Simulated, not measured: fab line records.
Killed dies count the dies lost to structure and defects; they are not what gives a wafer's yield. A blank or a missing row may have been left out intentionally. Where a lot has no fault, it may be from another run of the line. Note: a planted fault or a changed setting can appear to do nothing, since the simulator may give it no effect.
Struck lot and sound lot, side by side || flow sky130 || 44 out of 708 route steps
Sound: these wafers, L334.2, L334.3, L334.4. The struck wafers were L336.3, L336.4, L336.6. The cause is given at the end.
For every step that has rows: the tool of each side, followed by ch and its chambers, followed by its first start. Under that, the readings that differ: sound wafers || struck wafers || difference of the means || sigmas: that difference in standard deviations of wafers without a fault.
alike: readings with means less than 2 such deviations apart, plus words and numbers identical on both sides. not compared: withheld readings, readings lacking a value on some wafer, bounds such as >300 that could conceal the same value, and numbers that have no deviation in the record and whose values overlap.
A row with sigmas, a row that says differs or no value, or rows on one side alone: a step with any of these is where the two part. Numbers that have no deviation but don't overlap get no sigmas and don't part them. A reading that every wafer of one side lacks parts them only if that side has two wafers or more.

first, 1 step without rows for these wafers: SKY_VIA2_ETCH_15 (etches SiO2 in C4F8/O2/Ar, stops on TiN, target depth 546 nm, time 84 s).
SKY_VIA2_STRIP_16: strips in O2/N2.
  sound on plasma-asher-01 ch 0,1, day 38 11:52; struck on plasma-asher-03 ch 0,1, day 39 04:34
{"reading": "strip-time-to-endpoint-s (s)", "sound": "4.045 4.035 4.017", "struck": "4.096 4.113 4.094", "difference": "+0.069", "sigmas": "+2"}
  alike: drypump-motor-current-A, oes-product-au
  not compared: rf-hours-counter-h
then, 4 steps without rows for these wafers: SKY_VIA2_STRIP_17 (strips in post etch residue remover, time 1200 s); SKY_VIA2_CLEAN_18 (cleans in IPA, time 180 s); SKY_VIA2_CLEAN_19 (cleans in O3/DIW); SKY_VIA2_SPUTTER_20 (material TiN, target thk 20 nm, time 80 s).
SKY_VIA2_CVD_21: deposits W, target thk 420 nm, time 126.4 s.
  sound on cvd-w-01 ch 0,1, day 38 12:31; struck on cvd-w-02 ch 0,1, day 39 05:25
  alike: heater-power-w
SKY_VIA2_RS_MEAS_22: uses a four-point probe to measure.
  sound on film-metro-03, day 38 12:40; struck on film-metro-02, day 39 05:32
  alike: VIA2_W_RS
SKY_VIA2_THK_MEAS_23: measures by xrf.
  sound on film-metro-03, day 38 12:46; struck on film-metro-02, day 39 05:38
  alike: VIA2_W_THK
SKY_VIA2_CMP_24: polishes, stops on SiO2, t overpolish 20 s, target thk 0 nm.
  sound on cmp-02 ch 0,1,2, day 38 12:52; struck on cmp-02 ch 2,3, day 39 06:27
  alike: motor-current-A, overpolish-run-s, time-to-endpoint-s
SKY_METAL3_SPUTTER_00: material Ti, target thk 15 nm, time 10 s.
  sound on pvd-sputter-03, day 38 13:07; struck on pvd-sputter-02, day 39 06:45
  alike: chamber-pressure-pa, throttle-valve-pct
SKY_METAL3_SPUTTER_01: material TiN, target thk 20 nm, time 16.7 s.
  sound on pvd-sputter-03, day 38 13:09; struck on pvd-sputter-02, day 39 06:46
  alike: chamber-pressure-pa, throttle-valve-pct
SKY_METAL3_SPUTTER_02: material AlCu, target thk 735 nm, time 39.1 s.
  sound on pvd-sputter-03, day 38 13:10; struck on pvd-sputter-02, day 39 06:48
{"reading": "chamber-pressure-pa (Pa)", "sound": "0.4004 0.4010 0.4012", "struck": "0.2956 0.2970 0.2965", "difference": -0.1045, "sigmas": "-99 or more"}
{"reading": "throttle-valve-pct (%)", "sound": "29.0 28.3 27.9", "struck": "35.4 34.2 35.5", "difference": "+6.6", "sigmas": "+7"}
{"reading": "model.AlCu_of_METAL3_SPUTTER_02.thk-nm (nm)", "sound": "738.3 738.1 740.9", "struck": "782.2 758.3 782.4", "difference": "+35.2", "sigmas": ""}
then, 3 steps without rows for these wafers: SKY_METAL3_SPUTTER_03 (material Ti, target thk 5 nm, time 3.3 s); SKY_METAL3_SPUTTER_04 (material TiN, target thk 70 nm, time 58.3 s); SKY_CAPM_CVD_00 (deposits SiO2, target thk 15.5 nm).
SKY_CAPM_THK_MEAS_01:
  sound on film-metro-04, day 38 13:19; struck on film-metro-02, day 39 06:57
  alike: CAPM_CVD_00_THK
then, 1 step without rows for these wafers: SKY_CAPM_SPUTTER_02 (material TiN, target thk 200 nm, time 166.7 s).
SKY_CAPM_RS_MEAS_03: uses a four-point probe to measure.
  sound on film-metro-03, day 38 13:29; struck on film-metro-04, day 39 07:08
  alike: CAPM_TIN_RS
SKY_CAPM_THK_MEAS_04: measures by xrf.
  sound on film-metro-03, day 38 13:36; struck on film-metro-04, day 39 07:14
  alike: CAPM_TIN_THK
then, 7 steps without rows for these wafers: SKY_CAPM_DEHYDRATE_05 (time 60 s); SKY_CAPM_HMDS_06 (prime time 60 s); SKY_CAPM_COAT_07 (resist thk 1140 nm); SKY_CAPM_SOFTBAKE_08 (time 60 s); SKY_CAPM_EXPOSE_09 (exposes mask CAPM, target cd 1000 nm); SKY_CAPM_PEB_10; SKY_CAPM_DEVELOP_11 (develop time 60 s).
SKY_CAPM_OVL_MEAS_12:
  sound on overlay-02, day 39 14:05; struck on overlay-01, day 40 07:52
  alike: CAPM_OVL
then, 13 steps without rows for these wafers: SKY_CAPM_METAL_ETCH_13 (etches TiN in Cl2/BCl3, stops on SiO2, target depth 220 nm, time 62.9 s); SKY_CAPM_STRIP_14 (strips in O2/N2); SKY_CAPM_STRIP_15 (strips in post etch residue remover, time 1200 s); SKY_CAPM_CLEAN_16 (cleans in IPA, time 180 s); SKY_CAPM_CLEAN_17 (cleans in O3/DIW); SKY_METAL3_DEHYDRATE_05 (time 60 s); SKY_METAL3_HMDS_06 (prime time 60 s); SKY_METAL3_COAT_07 (resist thk 60 nm); SKY_METAL3_COAT_08 (resist thk 1140 nm); SKY_METAL3_SOFTBAKE_09 (time 90 s); SKY_METAL3_EXPOSE_10 (exposes mask MM3, target cd 300 nm); SKY_METAL3_PEB_11; SKY_METAL3_DEVELOP_12 (develop time 60 s).
SKY_METAL3_CD_MEAS_13: the cd target is 300 nm.
  sound on cd-sem-02, day 40 14:46; struck on cd-sem-01, day 41 08:14
  alike: cd-nm
SKY_METAL3_METAL_ETCH_18: etches the open film in Cl2/BCl3, stops on SiO2, target depth 845 nm, time 183.1 s.
  sound on rie-metal-03 ch 0,1, day 40 15:03; struck on rie-metal-02 ch 0,1, day 41 08:34
{"reading": "oes-product-au (a.u.)", "sound": "0.867 0.870 0.870", "struck": "0.894 0.880 0.895", "difference": "+0.021", "sigmas": "+3"}
  alike: drypump-motor-current-A, throttle-valve-pct
  not compared: rf-hours-counter-h
-- the record jumps here: 7 days lie between the struck wafers' starts before and after (it left off in module METAL3 and takes up again in module PAD_OPEN, whose first step shown is number 708 of the route) --
SKY_PAD_OPEN_PROBE_99:
  sound on prober-02, day 47 11:05; struck on prober-01, day 48 02:02
{"reading": "defect-limited-yield (%)", "sound": "83.7 88.4 83.5", "struck": "79.3 78.0 83.5", "difference": -4.9, "sigmas": -2}
{"reading": "killed-dies", "sound": "80 57 81", "struck": "102 108 81", "difference": "+24", "sigmas": "+2"}
{"reading": "sort_bin_5_function (%)", "sound": "10.4 5.9 10.0", "struck": "13.2 13.2 10.4", "difference": "+3.5", "sigmas": "+2"}
{"reading": "sort-n-pass", "sound": "412 435 411", "struck": "390 384 411", "difference": -24, "sigmas": -2}
{"reading": "sort-yield-pct (%)", "sound": "83.7 88.4 83.5", "struck": "79.3 78.0 83.5", "difference": -4.9, "sigmas": -2}
{"reading": "model.etest.met3.line-ohm-um", "sound": "0.1448 0.144 0.1444", "struck": "0.1331 0.1395 0.1338", "difference": -0.0089, "sigmas": ""}
{"reading": "model.etest.met3.rs-ohm-sq", "sound": "0.04241 0.04229 0.04311", "struck": "0.03954 0.04179 0.03994", "difference": -0.00218, "sigmas": ""}
  alike: killed_at_M0_to_M3, killed_at_M4_up, killed-at-contacts, killed-at-front-end, killed-at-other, killed-on-rim, killed-open, killed-short, sort_bin_3_pad_short, sort_bin_6_memory

## WHERE THEY PART
Earliest at SKY_VIA2_STRIP_16; latest, in this record, at SKY_PAD_OPEN_PROBE_99.

WHY: the cause the simulator had injected
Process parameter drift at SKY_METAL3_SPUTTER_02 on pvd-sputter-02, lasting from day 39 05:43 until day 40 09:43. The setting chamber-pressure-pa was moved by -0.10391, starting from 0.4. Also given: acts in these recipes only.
